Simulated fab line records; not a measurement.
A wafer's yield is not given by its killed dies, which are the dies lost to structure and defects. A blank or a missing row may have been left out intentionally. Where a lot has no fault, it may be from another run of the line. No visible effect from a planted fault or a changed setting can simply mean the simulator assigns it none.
fab line records	flow sky130
record: lots: 24	wafers: 72	last_day: 50
route steps=708 shown CAPM@549 METAL3@566 VIA3@575 CAP2M@615 VIA4@640
lots that met no fault: from a run of the same line without faults
start_h: hours from the record's first day to the start of the lot's first wafer shown	wait_h: hours from the lot's prior step to this one	" same as the row above	L1.1+2: one row covering several wafers at once	- value missing, or start not given	* or withheld: withheld	< > ~ a bound
route shown NAME@n: names a module that has steps shown in the file, with the first one's number in the route	usual: mean/standard deviation taken from wafers without a fault	same: alike in all rows	chamber/n: place in a boat	sites: readings site by site	_std_site: standard deviation of those values	_edge_site: mean of outer sites minus mean of inner sites	radius_mm: how far each site lies from the wafer's centre	mask NAME#n: copy n	behind: the last tool/chamber to shape the wafer	hold: the reason the lot was held/the length of the hold in hours/how it ended	device: the n, p or np transistor that did not switch	end of line: the same wafers' tests at the end of the route	a step without rows: its recipe alone	killed: the dies lost at the first sort to structure and to defects; this is not the yield of the wafer	map: per-die view of a wafer (x killed, . not killed, _ where there is no die)
set.NAME: the setting as run; set.NAME@STEP: as run at that earlier step	model.NAME: the simulator's own value behind a step, which no gauge read
route steps across a sampled set of lots; one table per step, one row per wafer
services: from which hour (start_h, from the record's first day; less than 0 if before it) a tool's chamber was out of use, for how many hours, and why
== steps ==
step: SKY_CAPM_OVL_MEAS_12
usual: CAPM_OVL: -0.8/1.4
lot.wafer	tool	chamber	start_h	wait_h	CAPM_OVL[nm]
L074.3	overlay-01	-	869.36	0.1	0.5
L074.4	"	-	"	"	-2.3
L074.5	"	-	"	"	-1.7
L075.3	overlay-01	-	883.54	0.1	-2.1
L075.4	"	-	"	"	-0.4
L075.6	"	-	"	"	-1.8
L076.1	overlay-02	-	900.75	0.1	1.3
L076.2	"	-	"	"	0.8
L076.3	"	-	"	"	-0.5
L077.2	overlay-02	-	909.54	0.1	-0.1
L077.4	"	-	"	"	-1.7
L077.5	"	-	"	"	-1.5
L079.4	overlay-01	-	914.10	0.1	-0.8
L079.5	"	-	"	"	-0.3
L079.6	"	-	"	"	0.9
L078.2	overlay-02	-	920.67	0.1	0.7
L078.3	"	-	"	"	-0.4
L078.4	"	-	"	"	0.2
L080.2	overlay-02	-	925.01	0.1	0.2
L080.5	"	-	"	"	0.0
L080.6	"	-	"	"	-0.5
L081.2	overlay-02	-	937.64	0.1	0.3
L081.4	"	-	"	"	-0.2
L081.6	"	-	"	"	-1.9
L082.3	overlay-01	-	938.36	0.1	0.4
L082.5	"	-	"	"	-1.8
L082.6	"	-	"	"	-1.4
L083.3	overlay-02	-	939.79	0.1	-0.6
L083.5	"	-	"	"	0.0
L083.6	"	-	"	"	0.7
L084.1	overlay-01	-	950.73	0.1	-0.8
L084.4	"	-	"	"	0.5
L084.6	"	-	"	"	0.0
L085.2	overlay-02	-	960.32	0.1	-3.4
L085.3	"	-	"	"	-2.2
L085.6	"	-	"	"	-3.0
L086.3	overlay-02	-	966.13	0.1	0.6
L086.5	"	-	"	"	0.0
L086.6	"	-	"	"	-1.6
L087.2	overlay-01	-	974.47	0.1	-2.3
L087.3	"	-	"	"	-2.1
L087.6	"	-	"	"	-1.1
L089.3	overlay-01	-	981.69	0.1	-2.4
L089.5	"	-	"	"	-1.4
L089.6	"	-	"	"	-2.1
L088.1	overlay-01	-	984.63	0.1	-4.3
L088.2	"	-	"	"	-3.5
L088.6	"	-	"	"	-2.4
L090.1	overlay-02	-	994.12	0.1	0.1
L090.3	"	-	"	"	1.0
L090.5	"	-	"	"	-1.3
L091.1	overlay-02	-	999.88	0.1	-0.9
L091.2	"	-	"	"	-0.9
L091.6	"	-	"	"	1.6
L092.1	overlay-02	-	1002.68	0.1	-1.0
L092.4	"	-	"	"	-0.7
L092.6	"	-	"	"	1.8
L093.2	overlay-02	-	1010.47	0.1	-1.7
L093.4	"	-	"	"	-1.0
L093.6	"	-	"	"	-0.8
L094.2	overlay-02	-	1020.02	0.1	-2.0
L094.5	"	-	"	"	0.3
L094.6	"	-	"	"	-1.6
L095.2	overlay-01	-	1021.19	0.1	0.3
L095.5	"	-	"	"	-0.7
L095.6	"	-	"	"	-0.5
L096.1	overlay-02	-	1026.22	0.1	-1.7
L096.2	"	-	"	"	1.1
L096.6	"	-	"	"	-1.7
L097.1	overlay-02	-	1035.82	0.1	-1.8
L097.5	"	-	"	"	-1.4
L097.6	"	-	"	"	-1.5
step: SKY_METAL3_ETCH_16
recipe: chemistry: N2/H2	target: BARC	ion_energy_ev: 200	bias_w: 100	pressure_mtorr: 30	n2_flow_sccm: 100	h2_flow_sccm: 200	icp_w: 500	stop_on: SiO2	time_s: 88.2	target_depth_a: 600
usual: drypump_motor_current_A: 5.8/0.46	h2_flow_sccm: 199.9/0.66	oes_product_au: 0.626/0.0045	throttle_valve_pct: 13.205/0.0096
lot.wafer	tool	chamber	start_h	wait_h	drypump_motor_current_A	h2_flow_sccm	oes_product_au	rf_hours_counter_h	throttle_valve_pct
L074.3	rie_metal-01	1	895.53	0.0	6.5	201.0	0.629	-	13.201
L074.4	"	0	"	"	6.2	199.5	0.625	-	13.199
L074.5	"	0	"	"	6.2	200.1	0.633	-	13.200
L075.3	rie_metal-01	1	909.45	0.0	6.6	200.1	0.633	-	13.212
L075.4	"	0	"	"	6.2	200.1	0.629	-	13.186
L075.6	"	1	"	"	6.5	199.5	0.629	-	13.211
L076.1	rie_metal-01	0	926.97	0.0	6.2	200.5	0.628	15	13.203
L076.2	"	1	"	"	6.6	199.2	0.631	17	13.222
L076.3	"	1	"	"	6.5	199.1	0.631	-	13.204
L077.2	rie_metal-03	0	935.17	0.0	5.4	199.8	0.632	17	13.202
L077.4	"	0	"	"	5.4	199.9	0.623	-	13.198
L077.5	"	1	"	"	5.1	200.9	0.632	-	13.192
L079.4	rie_metal-03	1	939.70	0.0	5.1	198.2	0.625	-	13.222
L079.5	"	1	"	"	5.1	199.5	0.626	-	13.190
L079.6	"	0	"	"	5.4	198.5	0.636	-	13.208
L078.2	rie_metal-04	0	945.69	0.0	5.9	200.3	0.629	6	13.215
L078.3	"	0	"	"	6.0	200.9	0.621	-	13.199
L078.4	"	1	"	"	5.8	200.3	0.621	-	13.204
L080.2	rie_metal-03	1	950.99	0.0	5.1	199.2	0.627	15	13.207
L080.5	"	0	"	"	5.4	200.2	0.619	-	13.195
L080.6	"	1	"	"	5.1	199.3	0.629	-	13.222
L081.2	rie_metal-01	1	963.05	0.0	6.6	200.2	0.617	19	13.210
L081.4	"	0	"	"	6.2	200.9	0.623	-	13.204
L081.6	"	1	"	"	6.6	199.9	0.629	-	13.210
L082.3	rie_metal-03	0	963.80	0.0	5.4	200.8	0.630	-	13.212
L082.5	"	1	"	"	5.1	199.6	0.620	-	13.200
L082.6	"	0	"	"	5.4	201.5	0.624	-	13.196
L083.3	rie_metal-04	1	965.55	0.0	5.8	200.6	0.624	-	13.210
L083.5	"	1	"	"	5.9	199.5	0.626	-	13.204
L083.6	"	0	"	"	6.0	199.2	0.630	-	13.206
L084.1	rie_metal-04	1	975.65	0.0	5.8	201.0	0.630	10	13.214
L084.4	"	1	"	"	5.8	199.2	0.628	-	13.222
L084.6	"	0	"	"	6.0	199.6	0.619	-	13.190
L085.2	rie_metal-03	1	985.09	0.0	5.1	199.5	0.628	16	13.201
L085.3	"	1	"	"	5.1	200.3	0.632	-	13.210
L085.6	"	1	"	"	5.1	200.2	0.624	-	13.203
L086.3	rie_metal-04	0	990.49	0.0	6.0	200.2	0.628	-	13.196
L086.5	"	0	"	"	6.0	200.3	0.626	-	13.196
L086.6	"	1	"	"	5.8	199.9	0.632	-	13.210
L087.2	rie_metal-04	1	998.59	0.0	5.8	199.7	0.616	11	13.197
L087.3	"	1	"	"	5.8	200.3	0.631	-	13.200
L087.6	"	0	"	"	6.0	199.8	0.625	-	13.203
L089.3	rie_metal-04	0	1005.72	0.0	6.0	199.2	0.629	-	13.195
L089.5	"	0	"	"	6.0	201.2	0.625	-	13.210
L089.6	"	1	"	"	5.9	199.7	0.627	-	13.192
L088.1	rie_metal-03	0	1008.74	0.0	5.4	200.5	0.624	21	13.205
L088.2	"	1	"	"	5.1	200.7	0.620	18	13.200
L088.6	"	0	"	"	5.4	200.8	0.623	-	13.198
L090.1	rie_metal-04	1	1017.74	0.0	5.8	199.5	0.617	13	13.199
L090.3	"	1	"	"	5.8	199.7	0.626	-	13.214
L090.5	"	0	"	"	6.0	199.7	0.623	-	13.204
L091.1	rie_metal-04	1	1023.32	0.0	5.8	200.0	0.629	13	13.208
L091.2	"	0	"	"	6.0	199.2	0.628	10	13.199
L091.6	"	0	"	"	6.0	199.4	0.624	-	13.217
L092.1	rie_metal-03	1	1026.75	0.0	5.1	199.2	0.626	19	13.197
L092.4	"	0	"	"	5.4	199.7	0.636	-	13.218
L092.6	"	1	"	"	5.1	198.9	0.619	-	13.203
L093.2	rie_metal-03	0	1034.50	0.0	5.4	200.2	0.632	23	13.223
L093.4	"	0	"	"	5.4	199.1	0.631	-	13.220
L093.6	"	1	"	"	5.1	200.7	0.623	-	13.210
L094.2	rie_metal-04	1	1043.75	0.0	5.9	200.3	0.623	14	13.196
L094.5	"	0	"	"	6.0	198.9	0.625	-	13.212
L094.6	"	1	"	"	5.8	200.1	0.625	-	13.209
L095.2	rie_metal-01	1	1044.14	0.0	6.6	199.9	0.633	4	13.198
L095.5	"	1	"	"	6.6	199.2	0.627	-	13.215
L095.6	"	0	"	"	6.2	200.2	0.631	-	13.211
L096.1	rie_metal-01	1	1048.84	0.0	6.6	199.9	0.629	4	13.203
L096.2	"	0	"	"	6.2	200.5	0.629	22	13.221
L096.6	"	0	"	"	6.2	199.0	0.626	-	13.201
L097.1	rie_metal-03	0	1058.12	0.0	5.4	199.5	0.625	24	13.217
L097.5	"	1	"	"	5.1	200.1	0.627	-	13.213
L097.6	"	0	"	"	5.4	198.6	0.620	-	13.209
step: SKY_VIA3_CMP_02
recipe: material: SiO2	down_force_psi: 4	platen_rpm: 60	pad_velocity_m_s: 0.94248
usual: motor_current_A: 11.7/0.95	retaining_ring_pressure_frac: 1.000/0.0049	slurry_filter_dp_kPa: 13.49/0.14	slurry_flow_ml_min: 150.0/0.49
lot.wafer	tool	chamber	start_h	wait_h	motor_current_A	retaining_ring_pressure_frac	slurry_filter_dp_kPa	slurry_flow_ml_min
L074.4	cmp-01	1	896.62	0.0	9.6	1.001	13.67	150.7
L074.3	"	0	"	"	9.3	0.997	13.64	149.9
L074.5	"	1	"	"	10.2	1.000	13.44	150.9
L075.4	cmp-01	2	910.64	0.1	13.1	1.010	13.22	150.0
L075.3	"	3	"	"	13.1	0.999	13.46	150.0
L075.6	"	0	"	"	9.2	1.005	13.36	150.2
L076.2	cmp-02	1	928.49	0.0	12.0	0.988	13.66	149.0
L076.3	"	2	"	"	11.6	1.001	13.57	149.8
L076.1	"	3	"	"	12.1	0.999	13.42	150.0
L077.4	cmp-02	2	936.34	0.1	11.9	0.989	13.51	149.4
L077.2	"	3	"	"	12.6	1.002	13.52	150.1
L077.5	"	2	"	"	11.9	0.999	13.65	149.9
L079.4	cmp-02	3	940.90	0.1	12.2	1.005	13.62	150.3
L079.5	"	1	"	"	11.6	0.999	13.44	150.0
L079.6	"	2	"	"	11.7	0.994	13.83	150.3
L078.3	cmp-02	0	946.80	0.0	11.8	0.997	13.47	150.0
L078.2	"	1	"	"	11.6	1.003	13.62	150.0
L078.4	"	2	"	"	12.0	0.990	13.51	150.6
L080.2	cmp-02	0	952.29	0.1	12.1	0.998	13.53	150.9
L080.5	"	2	"	"	12.1	1.006	13.36	151.3
L080.6	"	3	"	"	11.8	1.008	13.64	150.1
L081.4	cmp-01	2	964.24	0.0	12.3	0.995	13.54	150.7
L081.2	"	0	"	"	9.4	1.000	13.62	150.1
L081.6	"	3	"	"	12.3	0.999	13.48	150.5
L082.3	cmp-02	0	964.94	0.1	12.1	0.997	13.47	150.8
L082.5	"	3	"	"	11.7	1.006	13.36	150.5
L082.6	"	0	"	"	12.3	0.999	13.45	151.6
L083.3	cmp-01	1	966.73	0.1	10.8	0.993	13.57	150.2
L083.6	"	0	"	"	9.4	1.001	13.46	149.6
L083.5	"	1	"	"	9.9	0.993	13.38	150.1
L084.1	cmp-02	3	976.90	0.1	12.2	0.996	13.25	149.3
L084.4	"	0	"	"	12.2	0.989	13.54	149.9
L084.6	"	2	"	"	12.7	1.003	13.71	149.9
L085.2	cmp-02	0	986.44	0.1	12.0	1.000	13.84	150.4
L085.3	"	1	"	"	11.7	0.998	13.33	149.4
L085.6	"	3	"	"	11.7	0.998	13.39	150.0
L086.3	cmp-02	0	991.70	0.1	11.8	1.002	13.49	149.4
L086.6	"	3	"	"	12.0	0.997	13.59	150.2
L086.5	"	0	"	"	11.6	1.002	13.53	149.5
L087.2	cmp-02	0	999.81	0.1	12.3	0.996	13.57	149.7
L087.3	"	2	"	"	12.4	1.007	13.36	149.6
L087.6	"	0	"	"	12.3	1.004	13.20	149.9
L089.3	cmp-02	2	1006.94	0.1	12.0	1.001	13.49	150.2
L089.5	"	0	"	"	11.9	1.004	13.59	149.8
L089.6	"	1	"	"	11.9	0.996	13.48	149.9
L088.1	cmp-02	2	1009.95	0.1	12.1	0.992	13.55	150.4
L088.2	"	3	"	"	12.0	1.000	13.46	150.8
L088.6	"	1	"	"	11.6	1.002	13.51	150.2
L090.1	cmp-01	2	1018.90	0.1	12.7	1.000	13.38	149.5
L090.3	"	3	"	"	12.3	0.992	13.73	150.1
L090.5	"	2	"	"	12.5	0.986	13.19	149.3
L091.1	cmp-02	3	1024.49	0.1	12.3	1.004	13.59	149.8
L091.2	"	1	"	"	11.7	0.994	13.39	149.5
L091.6	"	3	"	"	12.0	1.001	13.45	150.2
L092.1	cmp-02	2	1027.92	0.1	12.5	0.988	13.41	150.3
L092.4	"	3	"	"	12.6	1.003	13.50	150.5
L092.6	"	2	"	"	12.4	0.985	13.56	150.1
L093.2	cmp-02	2	1035.62	0.0	12.4	0.998	13.42	150.1
L093.4	"	3	"	"	12.2	1.001	13.60	149.7
L093.6	"	2	"	"	12.2	1.000	13.55	149.9
L094.2	cmp-01	2	1044.92	0.1	12.7	1.005	13.58	149.7
L094.6	"	1	"	"	10.4	0.998	13.26	149.8
L094.5	"	2	"	"	12.4	1.004	13.45	149.1
L095.2	cmp-02	0	1045.41	0.2	12.7	1.004	13.49	149.5
L095.6	"	1	"	"	12.3	1.004	13.75	150.2
L095.5	"	2	"	"	12.6	0.993	13.59	150.4
L096.1	cmp-01	0	1049.96	0.1	9.8	0.998	13.25	150.5
L096.2	"	2	"	"	12.5	1.006	13.61	149.8
L096.6	"	1	"	"	10.0	0.998	13.29	150.0
L097.1	cmp-01	1	1059.36	0.1	9.6	1.001	13.34	149.4
L097.6	"	1	"	"	9.8	1.004	13.23	149.6
L097.5	"	2	"	"	12.7	1.012	13.77	150.7
step: SKY_VIA3_RS_MEAS_22
recipe: thk_meas_gauge: four-point-probe	reads: W_of_VIA3_CVD_21+TiN_of_VIA3_SPUTTER_20
usual: VIA3_W_RS: 0.294/0.0051
lot.wafer	tool	chamber	start_h	wait_h	VIA3_W_RS[ohm/sq]
L074.3	film_metro-01	-	922.28	0.1	0.296
L074.4	"	-	"	"	0.291
L074.5	"	-	"	"	0.298
L075.3	film_metro-04	-	936.42	0.1	0.293
L075.4	"	-	"	"	0.299
L075.6	"	-	"	"	0.297
L076.1	film_metro-01	-	954.54	0.1	0.295
L076.2	"	-	"	"	0.295
L076.3	"	-	"	"	0.296
L077.2	film_metro-04	-	961.76	0.1	0.290
L077.4	"	-	"	"	0.290
L077.5	"	-	"	"	0.292
L079.4	film_metro-01	-	966.79	0.1	0.294
L079.5	"	-	"	"	0.291
L079.6	"	-	"	"	0.292
L078.2	film_metro-04	-	972.91	0.1	0.292
L078.3	"	-	"	"	0.293
L078.4	"	-	"	"	0.293
L080.2	film_metro-04	-	977.50	0.1	0.301
L080.5	"	-	"	"	0.300
L080.6	"	-	"	"	0.296
L081.2	film_metro-04	-	989.20	0.1	0.295
L081.4	"	-	"	"	0.289
L081.6	"	-	"	"	0.294
L082.3	film_metro-01	-	990.12	0.1	0.292
L082.5	"	-	"	"	0.294
L082.6	"	-	"	"	0.292
L083.3	film_metro-01	-	991.69	0.1	0.297
L083.5	"	-	"	"	0.295
L083.6	"	-	"	"	0.298
L084.1	film_metro-04	-	1001.65	0.1	0.301
L084.4	"	-	"	"	0.299
L084.6	"	-	"	"	0.300
L085.2	film_metro-03	-	1010.62	0.1	0.298
L085.3	"	-	"	"	0.295
L085.6	"	-	"	"	0.301
L086.3	film_metro-04	-	1016.48	0.1	0.299
L086.5	"	-	"	"	0.300
L086.6	"	-	"	"	0.301
L087.2	film_metro-03	-	1024.11	0.1	0.298
L087.3	"	-	"	"	0.297
L087.6	"	-	"	"	0.300
L089.3	film_metro-04	-	1030.57	0.1	0.295
L089.5	"	-	"	"	0.291
L089.6	"	-	"	"	0.299
L088.1	film_metro-01	-	1033.80	0.1	0.299
L088.2	"	-	"	"	0.293
L088.6	"	-	"	"	0.293
L090.1	film_metro-01	-	1042.54	0.1	0.298
L090.3	"	-	"	"	0.296
L090.5	"	-	"	"	0.295
L091.1	film_metro-03	-	1048.29	0.1	0.295
L091.2	"	-	"	"	0.279
L091.6	"	-	"	"	0.277
L092.1	film_metro-04	-	1051.48	0.1	0.291
L092.4	"	-	"	"	0.298
L092.6	"	-	"	"	0.291
L093.2	film_metro-01	-	1059.12	0.1	0.296
L093.4	"	-	"	"	0.297
L093.6	"	-	"	"	0.297
L094.2	film_metro-04	-	1068.10	0.1	0.292
L094.5	"	-	"	"	0.281
L094.6	"	-	"	"	0.290
L095.2	film_metro-03	-	1068.36	0.2	0.296
L095.5	"	-	"	"	0.287
L095.6	"	-	"	"	0.299
L096.1	film_metro-03	-	1071.95	0.1	0.291
L096.2	"	-	"	"	0.296
L096.6	"	-	"	"	0.297
L097.1	film_metro-04	-	1081.19	0.1	0.278
L097.5	"	-	"	"	0.292
L097.6	"	-	"	"	0.283
step: SKY_CAP2M_OVL_MEAS_12
usual: CAP2M_OVL: 0.3/1.4
lot.wafer	tool	chamber	start_h	wait_h	CAP2M_OVL[nm]
L074.3	overlay-01	-	946.61	0.1	-2.1
L074.4	"	-	"	"	0.7
L074.5	"	-	"	"	0.5
L075.3	overlay-01	-	961.64	0.1	2.2
L075.4	"	-	"	"	0.3
L075.6	"	-	"	"	0.6
L076.1	overlay-01	-	979.20	0.1	0.2
L076.2	"	-	"	"	1.2
L076.3	"	-	"	"	0.3
L077.2	overlay-02	-	986.41	0.1	-0.4
L077.4	"	-	"	"	1.0
L077.5	"	-	"	"	0.2
L079.4	overlay-01	-	990.97	0.1	-2.4
L079.5	"	-	"	"	0.4
L079.6	"	-	"	"	-1.9
L078.2	overlay-02	-	996.96	0.1	0.2
L078.3	"	-	"	"	1.3
L078.4	"	-	"	"	2.2
L080.2	overlay-02	-	1001.56	0.1	2.8
L080.5	"	-	"	"	1.9
L080.6	"	-	"	"	1.3
L081.2	overlay-02	-	1012.96	0.1	2.7
L081.4	"	-	"	"	1.9
L081.6	"	-	"	"	2.2
L082.3	overlay-01	-	1013.26	0.1	-1.0
L082.5	"	-	"	"	0.6
L082.6	"	-	"	"	-1.2
L083.3	overlay-02	-	1015.71	0.1	0.6
L083.5	"	-	"	"	1.9
L083.6	"	-	"	"	1.1
L084.1	overlay-02	-	1025.38	0.1	-0.8
L084.4	"	-	"	"	0.8
L084.6	"	-	"	"	1.1
L085.2	overlay-02	-	1033.84	0.1	-0.5
L085.3	"	-	"	"	1.6
L085.6	"	-	"	"	-0.3
L086.3	overlay-02	-	1039.79	0.1	0.2
L086.5	"	-	"	"	0.3
L086.6	"	-	"	"	0.1
L087.2	overlay-01	-	1046.91	0.1	3.3
L087.3	"	-	"	"	3.1
L087.6	"	-	"	"	2.4
L089.3	overlay-02	-	1053.14	0.1	-0.1
L089.5	"	-	"	"	-0.4
L089.6	"	-	"	"	-1.7
L088.1	overlay-01	-	1056.95	0.1	-1.4
L088.2	"	-	"	"	-0.1
L088.6	"	-	"	"	0.8
L090.1	overlay-01	-	1064.75	0.1	-1.3
L090.3	"	-	"	"	-0.8
L090.5	"	-	"	"	0.8
L091.1	overlay-02	-	1070.28	0.1	0.3
L091.2	"	-	"	"	0.9
L091.6	"	-	"	"	0.5
L092.1	overlay-01	-	1073.75	0.1	0.5
L092.4	"	-	"	"	-2.4
L092.6	"	-	"	"	-0.1
L093.2	overlay-02	-	1080.46	0.1	1.6
L093.4	"	-	"	"	0.5
L093.6	"	-	"	"	1.3
L094.2	overlay-01	-	1089.76	0.1	0.1
L094.5	"	-	"	"	-0.5
L094.6	"	-	"	"	-1.2
L095.2	overlay-02	-	1090.06	0.1	-1.2
L095.5	"	-	"	"	1.2
L095.6	"	-	"	"	-1.7
L096.1	overlay-01	-	1093.05	0.1	-0.4
L096.2	"	-	"	"	-1.5
L096.6	"	-	"	"	-2.2
L097.1	overlay-01	-	1102.28	0.1	-1.5
L097.5	"	-	"	"	-2.0
L097.6	"	-	"	"	-1.3
step: SKY_VIA4_THK_MEAS_01
recipe: reads: SiO2_of_VIA4_HDPCVD_00
usual: VIA4_HDPCVD_THK: 1739/18
lot.wafer	tool	chamber	start_h	wait_h	VIA4_HDPCVD_THK[nm]
L074.3	film_metro-03	-	972.90	0.1	1746
L074.4	"	-	"	"	1732
L074.5	"	-	"	"	1736
L075.3	film_metro-03	-	987.09	0.1	1719
L075.4	"	-	"	"	1710
L075.6	"	-	"	"	1743
L076.1	film_metro-04	-	1004.29	0.1	1773
L076.2	"	-	"	"	1750
L076.3	"	-	"	"	1750
L077.2	film_metro-02	-	1012.21	0.1	1729
L077.4	"	-	"	"	1730
L077.5	"	-	"	"	1732
L079.4	film_metro-02	-	1016.38	0.0	1751
L079.5	"	-	"	"	1748
L079.6	"	-	"	"	1740
L078.2	film_metro-04	-	1022.21	0.1	1747
L078.3	"	-	"	"	1719
L078.4	"	-	"	"	1743
L080.2	film_metro-04	-	1026.52	0.1	1767
L080.5	"	-	"	"	1760
L080.6	"	-	"	"	1784
L081.2	film_metro-04	-	1037.97	0.1	1706
L081.4	"	-	"	"	1713
L081.6	"	-	"	"	1723
L082.3	film_metro-02	-	1038.47	0.1	1737
L082.5	"	-	"	"	1743
L082.6	"	-	"	"	1732
L083.3	film_metro-03	-	1040.40	0.1	1750
L083.5	"	-	"	"	1771
L083.6	"	-	"	"	1736
L084.1	film_metro-03	-	1049.03	0.1	1728
L084.4	"	-	"	"	1758
L084.6	"	-	"	"	1741
L085.2	film_metro-03	-	1058.09	0.2	1704
L085.3	"	-	"	"	1721
L085.6	"	-	"	"	1745
L086.3	film_metro-03	-	1063.32	0.1	1748
L086.5	"	-	"	"	1748
L086.6	"	-	"	"	1706
L087.2	film_metro-02	-	1070.39	0.1	1755
L087.3	"	-	"	"	1721
L087.6	"	-	"	"	1763
L089.3	film_metro-04	-	1076.60	0.1	1735
L089.5	"	-	"	"	1739
L089.6	"	-	"	"	1744
L088.1	film_metro-04	-	1080.34	0.1	1727
L088.2	"	-	"	"	1727
L088.6	"	-	"	"	1741
L090.1	film_metro-04	-	1087.83	0.1	1751
L090.3	"	-	"	"	1755
L090.5	"	-	"	"	1754
L091.1	film_metro-03	-	1093.04	0.1	1737
L091.2	"	-	"	"	1754
L091.6	"	-	"	"	1728
L092.1	film_metro-03	-	1096.25	0.1	1740
L092.4	"	-	"	"	1743
L092.6	"	-	"	"	1770
L093.2	film_metro-02	-	1103.47	0.1	1742
L093.4	"	-	"	"	1731
L093.6	"	-	"	"	1747
L094.2	film_metro-04	-	1112.52	0.1	1764
L094.5	"	-	"	"	1760
L094.6	"	-	"	"	1759
L095.2	film_metro-02	-	1112.61	0.1	1722
L095.5	"	-	"	"	1745
L095.6	"	-	"	"	1715
L096.1	film_metro-03	-	1116.10	0.1	1703
L096.2	"	-	"	"	1721
L096.6	"	-	"	"	1706
L097.1	film_metro-03	-	1124.00	0.1	1730
L097.5	"	-	"	"	1751
L097.6	"	-	"	"	1734
== services ==
tool	chamber	start_h	hours	kind
cmp-01	-	878.97	6.1	pm
rie_metal-01	-	887.68	2.8	pm
cmp-01	-	889.05	4.6	repair
cmp-01	-	914.89	4.0	pm
cmp-01	-	918.89	-	consumable_replace:conditioner
cmp-01	-	918.89	-	consumable_replace:pad
cmp-01	-	923.87	5.3	pm
rie_metal-01	1	967.39	-	clean
rie_metal-01	1	967.39	16.5	scheduled_down
rie_metal-01	1	967.39	16.5	vent_cycle
cmp-02	-	996.36	1.1	repair
cmp-02	-	1013.51	3.9	pm
cmp-01	-	1027.10	0.5	repair
rie_metal-01	0	1053.15	-	clean
rie_metal-01	0	1053.15	23.6	scheduled_down
rie_metal-01	0	1053.15	23.6	vent_cycle
cmp-01	-	1055.60	0.8	repair
== key ==
fault none
